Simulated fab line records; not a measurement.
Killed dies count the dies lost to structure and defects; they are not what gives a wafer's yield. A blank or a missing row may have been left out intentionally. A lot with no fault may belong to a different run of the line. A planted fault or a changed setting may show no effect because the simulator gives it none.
Which tool was responsible?	flow sky130	36 wafers from 12 lots sampled at 2 of the route's 708 steps

WHAT EACH GAUGE READ, for each wafer
SKY_CAP2M_OVL_MEAS_12.
lot	measured	on	CAP2M_OVL (nm)
L656	day 40 17:53	overlay-01	-0.2 -2.5 1.0
L658	day 41 08:34	overlay-02	0.1 -0.2 0.8
L659	day 41 17:52	overlay-01	0.5 -0.1 -1.6
L660	day 41 21:05	overlay-02	-1.6 -0.2 -0.4
L662	day 42 17:42	overlay-01	-1.3 -1.6 -0.1
L672	day 45 09:35	overlay-02	-1.4 0.2 -2.5
L671	day 45 15:49	overlay-01	-1.3 -1.4 -1.8
L674	day 46 16:17	overlay-02	1.3 0.0 0.0
L675	day 46 16:35	overlay-02	-1.6 -2.6 -1.6
L677	day 46 17:30	overlay-01	-2.9 -1.1 -0.4
L676	day 46 19:29	overlay-01	-1.6 -0.8 -4.0
L679	day 47 14:18	overlay-02	-0.5 -0.2 -0.4

TOOL THAT RAN EACH LOT (tool first, then ch and the chambers of the sampled wafers, then the start)
lot	SKY_VIA3_ETCH_15
L656	rie_diel-03 ch 1,2, day 39 15:16
L658	rie_diel-03 ch 1,2,3, day 40 07:28
L659	rie_diel-02 ch 0,1,2, day 40 16:13
L660	rie_diel-03 ch 1,2,3, day 40 18:44
L662	rie_diel-03 ch 0,2,3, day 41 16:28
L672	rie_diel-03 ch 0,1,3, day 44 10:59
L671	rie_diel-01 ch 0,2,3, day 44 16:51
L674	rie_diel-01 ch 1,2, day 45 17:35
L675	rie_diel-03 ch 0,3, day 45 17:56
L677	rie_diel-03 ch 0,1,3, day 45 19:14
L676	rie_diel-01 ch 1,2,3, day 45 21:20
L679	rie_diel-03 ch 0,1,2, day 46 16:36
- SKY_VIA3_ETCH_15: etches SiO2 in C4F8/O2/Ar, stops on TiN, target depth 507 nm, time 78 s.

WHAT THE TOOLS THEMSELVES READ (means of the sampled wafers that have a number; where no wafer has one, the mark that the record gives instead)
SKY_VIA3_ETCH_15.
lot	tool	chamber_pressure_mTorr (mTorr)	oes_product_au (a.u.)
L656	rie_diel-03	40.02	0.944
L658	rie_diel-03	40.02	0.948
L659	rie_diel-02	40.02	0.945
L660	rie_diel-03	40.01	0.944
L662	rie_diel-03	40.01	0.950
L672	rie_diel-03	39.99	0.943
L671	rie_diel-01	40.04	0.949
L674	rie_diel-01	39.99	0.946
L675	rie_diel-03	40.02	0.947
L677	rie_diel-03	39.98	0.944
L676	rie_diel-01	39.99	0.944
L679	rie_diel-03	39.99	0.947

THE ANSWER, worked out from the rows above alone
Rule: the lots themselves supply what counts as usual. The widest of any qualifying gaps counts: lots, ordered by their means at a reading, are off when they make up no more than a third of the lots, leave a main group of 4 or more, and stand apart from it by 3 or more times the standard deviation of that group's means. Not used: any main group whose means are identical at the precision the tables above print for the reading. A lot without any number at a reading at which 4 lots or more have one is off too. Where the step has rows for the other lots, those lots are counted as sound. First the gauges in route order, then the tools' own readings, where a lot's mean is used as printed above. At the first step where some lot is off, the reading lying furthest off is the one used; lots without a number count as furthest.
None of the lots is off at any reading shown; this tells nothing.

WHAT HAD BEEN PUT IN BY THE SIMULATOR
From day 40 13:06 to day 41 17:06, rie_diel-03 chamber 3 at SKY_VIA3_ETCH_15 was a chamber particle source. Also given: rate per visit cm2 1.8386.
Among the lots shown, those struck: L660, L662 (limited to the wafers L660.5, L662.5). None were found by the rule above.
